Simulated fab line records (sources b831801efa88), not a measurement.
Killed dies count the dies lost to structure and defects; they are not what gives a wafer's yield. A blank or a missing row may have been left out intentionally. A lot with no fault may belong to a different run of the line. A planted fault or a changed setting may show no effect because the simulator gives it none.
fab line records	flow sky130
record lots=11	wafers=32	last_day=50
route steps=708 shown METAL4@630 VIA4@642 METAL5@663 PAD_OPEN@708
lots untouched by any fault: they come from a run of this same line in which no faults occurred
start_h: hours from the record's opening day to when the first of the lot's shown wafers began	wait_h: hours elapsed since this lot's preceding step	" the same as in the row above	L1.1+2: one row covering several wafers at once	- no value, or no start was given	* or withheld: withheld	< > ~ a bound
route shown NAME@n: names a module that has steps shown in the file, with the first one's number in the route	usual: mean/standard deviation taken from wafers without a fault	same: alike in all rows	chamber/n: place in a boat	sites: readings site by site	_std_site: the values' standard deviation	_edge_site: outer sites' mean less inner sites'	radius_mm: how far each site lies from the wafer's centre	mask NAME#n: copy n	behind: tool/chamber where the wafer was last shaped	hold: why the lot was held/for how many hours/how that ended	device: names the non-switching transistor (n, p or np)	end of line: at the end of the route, the tests of the same wafers	a step without rows: its recipe alone	killed: dies lost to structure and defects at the first sort, not the wafer's yield	map: per-die view of a wafer (x killed, . not killed, _ where there is no die)
set.NAME: the setting as run; set.NAME@STEP: as run at that earlier step	model.NAME: the simulator's own value behind a step, which no gauge read
route steps across a sampled set of lots; one table per step, one row per wafer
services: the hour from which a tool's chamber was out of use, counted from the record's first day as start_h (under 0 if before that day), plus the number of hours and why
## steps
# step SKY_METAL4_OVL_MEAS_14
# usual METAL4_OVL=-3/5.9
lot.wafer	tool	chamber	start_h	wait_h	METAL4_OVL[nm]
L881.1	overlay-01	-	972.89	0.1	2
L881.4	"	-	"	"	8
L881.6	"	-	"	"	3
L884.1	overlay-02	-	997.66	0.1	-2
L884.4	"	-	"	"	-10
L884.5	"	-	"	"	-1
L886.1	overlay-02	-	1015.79	0.1	-4
L886.3	"	-	"	"	-11
L886.4	"	-	"	"	-13
L887.1	overlay-02	-	1017.59	0.1	0
L887.5	"	-	"	"	2
L887.6	"	-	"	"	-1
L888.1	overlay-02	-	1025.51	0.1	8
L888.3	"	-	"	"	9
L888.5	"	-	"	"	6
L895.1	overlay-02	-	1073.66	0.1	-7
L895.3	"	-	"	"	-8
L895.4	"	-	"	"	-6
L896.4	overlay-02	-	1081.71	0.1	-8
L896.5	"	-	"	"	-8
L901.1	overlay-02	-	1103.79	0.1	8
L901.2	"	-	"	"	2
L901.5	"	-	"	"	10
L902.2	overlay-02	-	1109.31	0.1	-11
L902.3	"	-	"	"	-17
L902.4	"	-	"	"	-10
L903.3	overlay-01	-	1115.85	0.1	-10
L903.4	"	-	"	"	-5
L903.5	"	-	"	"	-2
L904.2	overlay-01	-	1122.56	0.1	-1
L904.3	"	-	"	"	-2
L904.6	"	-	"	"	3
# step SKY_VIA4_BOW_MEAS_03
# recipe mode=bow
# usual VIA4_BOW=76/8.5
lot.wafer	tool	chamber	start_h	wait_h	VIA4_BOW[um]
L881.1	film_metro-01	-	974.39	0.1	88
L881.4	"	-	"	"	89
L881.6	"	-	"	"	73
L884.1	film_metro-04	-	999.28	0.2	68
L884.4	"	-	"	"	74
L884.5	"	-	"	"	79
L886.1	film_metro-01	-	1017.81	0.2	78
L886.3	"	-	"	"	73
L886.4	"	-	"	"	72
L887.1	film_metro-01	-	1019.28	0.1	76
L887.5	"	-	"	"	77
L887.6	"	-	"	"	64
L888.1	film_metro-01	-	1027.00	0.1	84
L888.3	"	-	"	"	74
L888.5	"	-	"	"	65
L895.1	film_metro-02	-	1075.19	0.1	90
L895.3	"	-	"	"	75
L895.4	"	-	"	"	73
L896.4	film_metro-01	-	1083.28	0.3	76
L896.5	"	-	"	"	75
L901.1	film_metro-02	-	1105.41	0.2	80
L901.2	"	-	"	"	50
L901.5	"	-	"	"	67
L902.2	film_metro-02	-	1110.82	0.1	89
L902.3	"	-	"	"	94
L902.4	"	-	"	"	87
L903.3	film_metro-04	-	1117.38	0.2	73
L903.4	"	-	"	"	70
L903.5	"	-	"	"	80
L904.2	film_metro-04	-	1124.30	0.3	94
L904.3	"	-	"	"	80
L904.6	"	-	"	"	80
# step SKY_METAL5_SPUTTER_02
# recipe material=AlCu	target_thk_nm=1150	power_w=10600	time_s=61.2	chamber_pressure_pa=0.4
# usual throttle_valve_pct=29.9/0.98
lot.wafer	tool	chamber	start_h	wait_h	throttle_valve_pct
L881.1	pvd_sputter-03	-	999.63	0.0	28.3
L881.4	"	-	"	"	29.6
L881.6	"	-	"	"	29.3
L884.1	pvd_sputter-01	-	1023.81	0.0	30.4
L884.4	"	-	"	"	31.6
L884.5	"	-	"	"	30.1
L886.1	pvd_sputter-01	-	1041.66	0.0	30.2
L886.3	"	-	"	"	29.5
L886.4	"	-	"	"	31.4
L887.1	pvd_sputter-02	-	1043.02	0.0	29.9
L887.5	"	-	"	"	29.6
L887.6	"	-	"	"	32.0
L888.1	pvd_sputter-03	-	1050.69	0.0	29.7
L888.3	"	-	"	"	28.3
L888.5	"	-	"	"	29.8
L895.1	pvd_sputter-03	-	1097.59	0.0	29.1
L895.3	"	-	"	"	29.9
L895.4	"	-	"	"	28.3
L896.4	pvd_sputter-03	-	1104.83	0.0	29.3
L896.5	"	-	"	"	29.7
L901.1	pvd_sputter-01	-	1126.90	0.0	31.8
L901.2	"	-	"	"	30.0
L901.5	"	-	"	"	30.3
L902.2	pvd_sputter-02	-	1131.55	0.0	29.3
L902.3	"	-	"	"	29.3
L902.4	"	-	"	"	29.8
L903.3	pvd_sputter-02	-	1138.56	0.0	29.1
L903.4	"	-	"	"	29.6
L903.5	"	-	"	"	29.4
L904.2	pvd_sputter-01	-	1144.15	0.0	29.9
L904.3	"	-	"	"	29.7
L904.6	"	-	"	"	30.3
# step SKY_METAL5_RS_MEAS_05
# recipe thk_meas_gauge=four-point-probe	reads=TiN_of_METAL5_SPUTTER_04+Ti_of_METAL5_SPUTTER_03+AlCu_of_METAL5_SPUTTER_02+TiN_of_METAL5_SPUTTER_01+Ti_of_METAL5_SPUTTER_00
# usual METAL5_ALCU_RS=0.02706/0.00028
lot.wafer	tool	chamber	start_h	wait_h	hold	METAL5_ALCU_RS[ohm/sq]
L881.1	film_metro-01	-	999.75	0.0	-	0.02742
L881.4	"	-	"	"	-	0.0273
L881.6	"	-	"	"	-	0.02731
L884.1	film_metro-03	-	1023.93	0.0	-	0.02683
L884.4	"	-	"	"	-	0.02666
L884.5	"	-	"	"	-	0.02691
L886.1	film_metro-03	-	1041.78	0.0	-	0.02743
L886.3	"	-	"	"	-	0.02742
L886.4	"	-	"	"	-	0.02721
L887.1	film_metro-04	-	1043.14	0.0	-	0.02728
L887.5	"	-	"	"	-	0.02717
L887.6	"	-	"	"	-	0.02712
L888.1	film_metro-04	-	1050.81	0.0	-	0.02699
L888.3	"	-	"	"	-	0.02701
L888.5	"	-	"	"	-	0.02704
L895.1	film_metro-04	-	1097.70	0.0	await_dispo/0.2h/release	0.02622
L895.3	"	-	"	"	await_dispo/0.2h/release	0.02726
L895.4	"	-	"	"	await_dispo/0.2h/release	0.02743
L895.1	film_metro-04	-	1098.04	0.3	-	0.02615
L895.3	"	-	"	"	-	0.02726
L895.4	"	-	"	"	-	0.02738
L896.4	film_metro-04	-	1105.01	0.1	-	0.02719
L896.5	"	-	"	"	-	0.02595
L901.1	film_metro-03	-	1127.02	0.0	-	0.02678
L901.2	"	-	"	"	-	0.02678
L901.5	"	-	"	"	-	0.02673
L902.2	film_metro-04	-	1131.69	0.0	-	0.02691
L902.3	"	-	"	"	-	0.0269
L902.4	"	-	"	"	-	0.02715
L903.3	film_metro-01	-	1138.72	0.1	-	0.02708
L903.4	"	-	"	"	-	0.02695
L903.5	"	-	"	"	-	0.02694
L904.2	film_metro-01	-	1144.29	0.0	-	0.02739
L904.3	"	-	"	"	-	0.02736
L904.6	"	-	"	"	-	0.02749
# step SKY_METAL5_THK_MEAS_06
# recipe thk_meas_gauge=xrf	reads=AlCu_of_METAL5_SPUTTER_02
# usual METAL5_ALCU_THK=1171/14
lot.wafer	tool	chamber	start_h	wait_h	hold	METAL5_ALCU_THK[nm]
L881.1	film_metro-01	-	999.87	0.1	-	1150
L881.4	"	-	"	"	-	1159
L881.6	"	-	"	"	-	1160
L884.1	film_metro-03	-	1024.05	0.1	-	1179
L884.4	"	-	"	"	-	1191
L884.5	"	-	"	"	-	1171
L886.1	film_metro-03	-	1041.90	0.1	-	1151
L886.3	"	-	"	"	-	1148
L886.4	"	-	"	"	-	1156
L887.1	film_metro-04	-	1043.26	0.1	-	1152
L887.5	"	-	"	"	-	1171
L887.6	"	-	"	"	-	1170
L888.1	film_metro-04	-	1050.93	0.1	-	1167
L888.3	"	-	"	"	-	1171
L888.5	"	-	"	"	-	1175
L895.1	film_metro-04	-	1102.94	4.9	await_dispo/4.8h/release	1209
L895.3	"	-	"	"	await_dispo/4.8h/release	1160
L895.4	"	-	"	"	await_dispo/4.8h/release	1153
L896.4	film_metro-04	-	1105.10	0.1	-	1164
L896.5	"	-	"	"	-	1211
L901.1	film_metro-03	-	1127.14	0.1	-	1181
L901.2	"	-	"	"	-	1179
L901.5	"	-	"	"	-	1181
L902.2	film_metro-04	-	1131.80	0.1	-	1185
L902.3	"	-	"	"	-	1185
L902.4	"	-	"	"	-	1171
L903.3	film_metro-01	-	1138.82	0.1	-	1173
L903.4	"	-	"	"	-	1185
L903.5	"	-	"	"	-	1177
L904.2	film_metro-01	-	1144.40	0.1	-	1151
L904.3	"	-	"	"	-	1150
L904.6	"	-	"	"	-	1156
# step SKY_METAL5_DESCUM_14
# recipe chemistry=O2	source_power_w=150	bias_power_w=0	pressure_mtorr=10	temp_c=40	time_s=11
# usual drypump_motor_current_A=5.75/0.26	oes_product_au=0.997/0.0086	rf_fwd_power_W=147.1/0.81	temp_c=40.01/0.11
lot.wafer	tool	chamber	start_h	wait_h	drypump_motor_current_A	oes_product_au	rf_fwd_power_W	rf_hours_counter_h	temp_c
L881.1	rie_metal-04	1	1023.12	0.1	5.42	1.011	147.5	11	39.80
L881.4	"	1	"	"	5.40	1.012	147.1	-	39.97
L881.6	"	0	"	"	5.75	0.999	147.3	-	40.04
L884.1	rie_metal-03	1	1046.21	0.1	6.29	1.007	146.8	9	40.22
L884.4	"	1	"	"	6.27	1.007	147.0	-	40.09
L884.5	"	1	"	"	6.27	0.999	146.5	-	40.15
L886.1	rie_metal-01	0	1063.37	0.1	5.51	0.999	146.8	18	39.99
L886.3	"	1	"	"	5.80	0.989	148.4	-	39.89
L886.4	"	0	"	"	5.53	0.993	147.1	-	40.00
L887.1	rie_metal-03	0	1064.86	0.1	5.73	0.998	146.3	2	39.90
L887.5	"	1	"	"	6.27	1.003	148.1	-	40.02
L887.6	"	0	"	"	5.70	1.003	146.7	-	40.00
L888.1	rie_metal-03	1	1072.06	0.1	6.25	0.999	147.3	11	40.17
L888.3	"	0	"	"	5.76	0.997	146.4	-	39.94
L888.5	"	1	"	"	6.25	1.015	147.2	-	40.05
L895.1	rie_metal-04	0	1117.51	0.1	5.72	0.985	147.3	20	40.04
L895.3	"	0	"	"	5.72	0.975	148.0	-	40.07
L895.4	"	1	"	"	5.44	1.010	146.7	-	40.07
L896.4	rie_metal-04	1	1124.43	0.1	5.40	1.001	146.7	-	40.18
L896.5	"	1	"	"	5.39	1.007	146.8	-	40.09
L901.1	rie_metal-01	0	1145.84	0.1	5.51	1.005	147.4	24	39.90
L901.2	"	1	"	"	5.77	0.994	148.0	14	40.07
L901.5	"	1	"	"	5.77	0.991	147.8	-	40.07
L902.2	rie_metal-01	0	1149.81	0.1	5.50	1.001	148.0	25	40.00
L902.3	"	0	"	"	5.49	0.991	147.3	-	40.15
L902.4	"	1	"	"	5.81	0.996	149.0	-	39.82
L903.3	rie_metal-01	1	1157.19	0.1	5.77	0.996	147.3	-	40.13
L903.4	"	1	"	"	5.79	0.990	147.3	-	40.09
L903.5	"	1	"	"	5.77	0.992	147.1	-	40.19
L904.2	rie_metal-04	1	1161.92	0.1	5.43	1.008	146.3	22	39.95
L904.3	"	0	"	"	5.73	0.986	147.3	-	40.03
L904.6	"	1	"	"	5.43	1.000	146.0	-	39.99
# step SKY_PAD_OPEN_PROBE_99
# usual defect_limited_yield=82.6/1.8	killed_at_M0_to_M3=43/6.4	killed_at_M4_up=2.8/1.7	killed_at_contacts=24/5.5	killed_at_front_end=15/4	killed_at_other=0.3/0.54	killed_dies=86/9.1	killed_open=47/6.6	killed_short=39/6.2	sort_bin_3_pad_short=0.9/0.45	sort_bin_5_function=10.4/1.4	sort_bin_6_memory=6.2/1.1	sort_n_pass=406/9.1	sort_yield_pct=82.6/1.8
# same gross_dies=492	killed_at_back_side=0	sort_bin_4_leakage[%]=0	sort_bin_8_speed[%]=0
lot.wafer	tool	chamber	start_h	wait_h	defect_limited_yield[%]	killed_at_M0_to_M3	killed_at_M4_up	killed_at_contacts	killed_at_front_end	killed_at_other	killed_dies	killed_open	killed_short	sort_bin_3_pad_short[%]	sort_bin_5_function[%]	sort_bin_6_memory[%]	sort_n_pass	sort_yield_pct[%]
L896.4	prober-01	-	1164.11	0.2	83.3	42	3	20	17	0	82	37	45	0.8	10.8	5.1	410	83.3
L896.5	prober-01	-	1164.16	0.2	82.3	42	2	32	11	0	87	43	44	0.6	10.0	7.1	405	82.3
L901.1	prober-02	-	1183.39	0.1	81.9	44	2	24	19	0	89	50	39	0.6	11.0	6.5	403	81.9
L901.2	prober-02	-	1183.44	0.1	81.5	44	4	27	15	1	91	42	49	1.6	10.4	6.5	401	81.5
L901.5	prober-02	-	1183.59	0.2	84.1	41	2	19	16	0	78	43	35	0.4	9.1	6.3	414	84.1
# killed by level:class
L896.4 VIA1:geometric_particle:open=11 VIA3:geometric_particle:open=7 LI_CONTACT:geometric_particle:short=6 VIA1:geometric_particle:short=6 LOCAL_INTERCONNECT:geometric_particle:short=5 VIA2:geometric_particle:open=5 FIELD_ISO:geometric_particle:open=4 FIELD_ISO:geometric_particle:short=4
L896.5 LI_CONTACT:geometric_particle:open=12 VIA1:geometric_particle:short=11 VIA3:geometric_particle:open=10 CONTACT:geometric_particle:open=10 METAL2:geometric_particle:short=8 VIA2:geometric_particle:open=5 LOCAL_INTERCONNECT:geometric_particle:short=5 FIELD_ISO:geometric_particle:short=4
L901.1 CONTACT:geometric_particle:open=11 VIA1:geometric_particle:open=8 FIELD_ISO:geometric_particle:short=7 LI_CONTACT:geometric_particle:open=7 FIELD_ISO:geometric_particle:open=6 VIA2:geometric_particle:open=6 VIA1:geometric_particle:short=6 VIA2:geometric_particle:short=6
L901.2 VIA1:geometric_particle:short=8 VIA1:geometric_particle:open=8 VIA2:geometric_particle:open=7 LI_CONTACT:geometric_particle:open=7 CONTACT:geometric_particle:open=7 FIELD_ISO:geometric_particle:short=5 LOCAL_INTERCONNECT:geometric_particle:short=5 VIA2:geometric_particle:short=4
L901.5 VIA2:geometric_particle:open=8 LI_CONTACT:geometric_particle:open=7 METAL1:geometric_particle:short=7 CONTACT:geometric_particle:open=6 VIA1:geometric_particle:open=6 POLY_GATE:geometric_particle:open=4 METAL2:geometric_particle:short=4 VIA3:geometric_particle:open=4
## services
tool	chamber	start_h	hours	kind
rie_metal-01	0	978.41	13.1	repair
pvd_sputter-01	-	980.33	1.0	repair
pvd_sputter-02	-	994.26	3.7	repair
rie_metal-03	-	1004.13	2.8	pm
rie_metal-03	0	1009.95	-	clean
rie_metal-03	0	1009.95	13.0	scheduled_down
rie_metal-03	0	1009.95	13.0	vent_cycle
pvd_sputter-03	-	1024.61	1.7	repair
pvd_sputter-03	1	1056.53	-	consumable_replace:kit
pvd_sputter-03	1	1056.53	18.0	scheduled_down
pvd_sputter-03	1	1056.53	18.0	vent_cycle
rie_metal-01	-	1063.77	1.4	pm
pvd_sputter-01	2	1072.98	-	consumable_replace:kit
pvd_sputter-01	2	1072.98	18.0	scheduled_down
pvd_sputter-01	2	1072.98	18.0	vent_cycle
pvd_sputter-01	-	1120.98	1.0	repair
pvd_sputter-03	-	1127.23	1.3	repair
pvd_sputter-01	1	1146.51	-	consumable_replace:kit
pvd_sputter-01	1	1146.51	18.0	scheduled_down
pvd_sputter-01	1	1146.51	18.0	vent_cycle
rie_metal-01	0	1154.56	-	clean
rie_metal-01	0	1154.56	-	consumable_replace:focus_ring
rie_metal-01	0	1154.56	27.1	scheduled_down
rie_metal-01	0	1154.56	27.1	vent_cycle
## key
first_sign step=SKY_METAL5_RS_MEAS_05	reading=visit	direction=added
effect step=SKY_METAL5_RS_MEAS_05	reading=METAL5_ALCU_RS	direction=down	sigmas=3.5	usual=0.02706	struck=0.02609
effect step=SKY_METAL5_THK_MEAS_06	reading=METAL5_ALCU_THK	direction=up	sigmas=2.8	usual=1171	struck=1210
met_at SKY_METAL5_SPUTTER_02
struck_lots L895,L896
struck_wafers L895.1,L896.5
not_acting_at SKY_METAL4_OVL_MEAS_14,SKY_VIA4_BOW_MEAS_03,SKY_METAL5_DESCUM_14
onset_between 1050.69 1097.59
fault kind=process_parameter_drift	tool=pvd_sputter-03	chamber=-	onset_h=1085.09	steps=SKY_METAL5_SPUTTER_02	channel=time_s	offset=*	shape=step	end_h=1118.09	scope=struck_wafers_only	acts_in=*	stated=*
